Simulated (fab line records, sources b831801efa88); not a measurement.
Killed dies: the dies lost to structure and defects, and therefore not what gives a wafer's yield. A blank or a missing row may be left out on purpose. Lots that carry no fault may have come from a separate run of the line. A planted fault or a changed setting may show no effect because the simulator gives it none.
Check of tool commonality ; flow sky130 ; 12 lots and 36 wafers in the sample

## WHAT PROMPTED THE OPENING
Of 12 lots, 2 have the reading SD_N_RS flagged at SKY_SD_N_RS_MEAS_16. Fault-free wafers read 68.55 ohm/sq, with a standard deviation of 0.11.
Rule: flag the lot when none of its wafers has a number, or when each of its wafers that has one lies beyond 4 standard deviations from that mean. All remaining lots are regarded as sound.

lot;measured;on;SD_N_RS (ohm/sq), wafer by wafer;flag
L855;day 27 20:58;filmMetro-02;68.39 68.50 68.59;
L856;day 28 08:53;filmMetro-02;68.66 68.63 68.57;
L860;day 29 19:44;filmMetro-02;68.48 68.47 68.61;
L861;day 30 05:50;filmMetro-02;68.54 68.53 68.71;
L862;day 30 13:34;filmMetro-01;68.71 68.64 68.60;
L863;day 30 16:28;filmMetro-02;68.57 68.59 68.55;
L864;day 30 22:35;filmMetro-02;68.55 68.63 68.69;
L869;day 32 21:49;filmMetro-02;68.61 68.49 68.49;
L870;day 33 03:36;filmMetro-01;72.36 72.37 72.42;FLAGGED
L871;day 33 14:04;filmMetro-01;68.52 68.58 68.67;
L872;day 33 16:40;filmMetro-04;72.35 72.06 72.36;FLAGGED
L877;day 35 05:35;filmMetro-04;68.55 68.56 68.59;
The mean of the flagged lots' numbers is 72.32 ohm/sq, +3.77 ohm/sq from the usual (+34 standard deviations).

## WHICH TOOL RAN EACH LOT
The record holds 2 process steps before the reading, out of a route of 708 steps. Read each cell as the tool, then ch plus the chambers that the sampled wafers visited, then the start.
lot;flag;SKY_RES_XHIGH_STRIP_08;SKY_SD_N_RTA_14
L855;;plasmaAsher-04 ch 0,1, day 26 15:10;rtpAnneal-02 ch 0, day 27 20:47
L856;;plasmaAsher-04 ch 0,1, day 27 03:53;rtpAnneal-01 ch 0, day 28 08:42
L860;;plasmaAsher-03 ch 0,1, day 28 14:37;rtpAnneal-01 ch 0, day 29 19:34
L861;;plasmaAsher-02 ch 0,1, day 29 00:53;rtpAnneal-02 ch 0, day 30 05:39
L862;;plasmaAsher-03 ch 0,1, day 29 08:43;rtpAnneal-01 ch 0, day 30 13:22
L863;;plasmaAsher-03 ch 0,1, day 29 11:16;rtpAnneal-02 ch 0, day 30 16:18
L864;;plasmaAsher-04 ch 0,1, day 29 17:43;rtpAnneal-01 ch 0, day 30 22:24
L869;;plasmaAsher-04 ch 0,1, day 31 17:41;rtpAnneal-02 ch 0, day 32 21:38
L870;FLAGGED;plasmaAsher-03 ch 0,1, day 31 23:23;rtpAnneal-01 ch 0, day 33 03:25
L871;;plasmaAsher-04 ch 0,1, day 32 09:53;rtpAnneal-02 ch 0, day 33 13:52
L872;FLAGGED;plasmaAsher-02 ch 0,1, day 32 12:25;rtpAnneal-01 ch 0, day 33 16:30
L877;;plasmaAsher-03 ch 0,1, day 34 02:56;rtpAnneal-02 ch 0, day 35 05:25
What the steps here do:
- SKY_RES_XHIGH_STRIP_08: strips in O2/N2.
- SKY_SD_N_RTA_14: time 2 s.
- SKY_SD_N_RS_MEAS_16: measures by four-point-probe.

## FLAGGED AGAINST TOTAL, ONE TOOL AT A TIME (gauges that did the reading follow at the end)
step;tool;lots run;flagged;share of the flagged lots;sound lots run after its first flagged lot
SKY_RES_XHIGH_STRIP_08;plasmaAsher-02;2;1;some;0
SKY_RES_XHIGH_STRIP_08;plasmaAsher-03;5;1;some;1 (L877)
SKY_RES_XHIGH_STRIP_08;plasmaAsher-04;5;0;none;-
SKY_SD_N_RTA_14;rtpAnneal-01;6;2;all;0
SKY_SD_N_RTA_14;rtpAnneal-02;6;0;none;-
SKY_SD_N_RS_MEAS_16;filmMetro-01;3;1;some;1 (L871)
SKY_SD_N_RS_MEAS_16;filmMetro-02;7;0;none;-
SKY_SD_N_RS_MEAS_16;filmMetro-04;2;1;some;1 (L877)

## WHAT THE TABLE ALLOWS
Rows of the table that ran each flagged lot: 1, that is rtpAnneal-01 at SKY_SD_N_RTA_14.
- rtpAnneal-01 at SKY_SD_N_RTA_14 ran 6 lots, 2 of them flagged. Last sound lot L864 at day 30 22:24, first flagged lot L870 at day 33 03:25; a fault beginning in between fits. Its own readings lie more than 4 standard deviations out on every wafer of the flagged lots: lampPowerPct.
One tool is left: rtpAnneal-01 at SKY_SD_N_RTA_14.

## WHAT THE SIMULATOR HAD INSERTED
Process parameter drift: rtpAnneal-01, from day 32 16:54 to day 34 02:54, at SKY_SD_N_RTA_14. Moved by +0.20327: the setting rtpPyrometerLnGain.
Struck lots among those shown: L870, L872. The rule given above showed the same thing.
